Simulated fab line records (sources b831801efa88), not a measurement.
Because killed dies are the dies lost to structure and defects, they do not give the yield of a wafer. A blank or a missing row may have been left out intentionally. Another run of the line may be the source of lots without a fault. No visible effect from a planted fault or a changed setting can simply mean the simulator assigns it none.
Struck lot and sound lot, side by side -- flow sky130 -- 20 out of 708 route steps
Sound: wafers L395.4, L395.5, L395.6. Wafers struck: L406.2, L406.3, L406.5. The cause is given at the end.
Per side, at each step with rows, come the tool, then ch with its chambers, and then its first start. Under that, the readings that differ: sound wafers -- struck wafers -- difference of the means -- sigmas: that difference in standard deviations of wafers without a fault.
alike: a reading whose means differ by less than 2 such deviations, as well as words and numbers matching on both sides. not compared: withheld readings; readings where some wafer has no value; bounds like >300 that might hide an equal value; numbers whose values overlap and for which the record gives no deviation.
The two part at a step that has a row with sigmas, a row that says differs or no value, or rows on one side only. Numbers that have no deviation but don't overlap get no sigmas and don't part them. A reading that every wafer of one side lacks parts them only if that side has two wafers or more.

first, 6 steps without rows for these wafers: SKY_VT_ADJUST_PCH_HMDS_01 (prime time 60 s); SKY_VT_ADJUST_PCH_COAT_02 (resist thk 3000 nm); SKY_VT_ADJUST_PCH_SOFTBAKE_03; SKY_VT_ADJUST_PCH_EXPOSE_04 (exposes mask NWM, target cd 840 nm); SKY_VT_ADJUST_PCH_PEB_05; SKY_VT_ADJUST_PCH_DEVELOP_06 (develop time 60 s).
SKY_VT_ADJUST_PCH_OVL_MEAS_07:
  sound on overlay-01, day 12 14:30; struck on overlay-02, day 16 07:26
  alike: VT_ADJUST_PCH_OVL
then, 1 step without rows for these wafers: SKY_VT_ADJUST_PCH_IMPLANT_08.
SKY_VT_ADJUST_PCH_STRIP_09: strips in O2/N2.
  sound on plasma-asher-01 ch 0,1, day 12 14:42; struck on plasma-asher-01 ch 0,1, day 16 07:37
  alike: drypump-motor-current-A, oes-product-au, strip-time-to-endpoint-s
  not compared: rf-hours-counter-h
SKY_VT_ADJUST_PCH_TW_MEAS_10:
  sound on film-metro-01, day 12 14:48; struck on film-metro-01, day 16 07:44
  alike: VT_ADJUST_PCH_TW
then, 2 steps without rows for these wafers: SKY_SONOS_TUNNEL_DEHYDRATE_00 (time 60 s); SKY_SONOS_TUNNEL_HMDS_01 (prime time 60 s).
SKY_SONOS_TUNNEL_COAT_02: resist thk 1140 nm.
  sound on litho-track-02 ch 0, day 13 02:58; struck on litho-track-02 ch 0, day 16 22:07
reading,sound,struck,difference,sigmas
model.NOVOLAK_of_SONOS_TUNNEL_COAT_02.thk-nm (nm),1140 1137 1141,1020 1019 1019,-120,
  alike: dispense-pressure-kPa
then, 3 steps without rows for these wafers: SKY_SONOS_TUNNEL_SOFTBAKE_03 (time 60 s); SKY_SONOS_TUNNEL_EXPOSE_04 (exposes mask TUNM, target cd 410 nm); SKY_SONOS_TUNNEL_PEB_05.
SKY_SONOS_TUNNEL_DEVELOP_06: develop time 62.18 s.
  sound on litho-track-03 ch 0, day 13 15:15; struck on litho-track-01 ch 0, day 17 12:55
reading,sound,struck,difference,sigmas
model.NOVOLAK_of_SONOS_TUNNEL_COAT_02.thk-nm (nm),1140 1137 1140,1019 1019 1019,-120,
model.SONOS_TUNNEL.cd-nm (nm),406.9 408.7 406.3,417.6 418.4 418.4,+10.8,
SKY_SONOS_TUNNEL_CD_MEAS_07: the cd target is 410 nm.
  sound on cd-sem-01, day 13 15:23; struck on cd-sem-01, day 17 13:03
reading,sound,struck,difference,sigmas
cd-nm (nm),406.8 408.8 406.3,417.6 418.6 418.5,+10.9,+4
SKY_SONOS_TUNNEL_OVL_MEAS_08:
  sound on overlay-01, day 13 15:28; struck on overlay-01, day 17 13:10
  alike: SONOS_TUNNEL_OVL
then, 1 step without rows for these wafers: SKY_PAD_OPEN_PROBE_99.

WHERE THEY PART
Within this record, at SKY_SONOS_TUNNEL_CD_MEAS_07 only. Later steps at which nothing parts them and some readings are alike: SKY_SONOS_TUNNEL_OVL_MEAS_08.

WHY: what the simulator had put in
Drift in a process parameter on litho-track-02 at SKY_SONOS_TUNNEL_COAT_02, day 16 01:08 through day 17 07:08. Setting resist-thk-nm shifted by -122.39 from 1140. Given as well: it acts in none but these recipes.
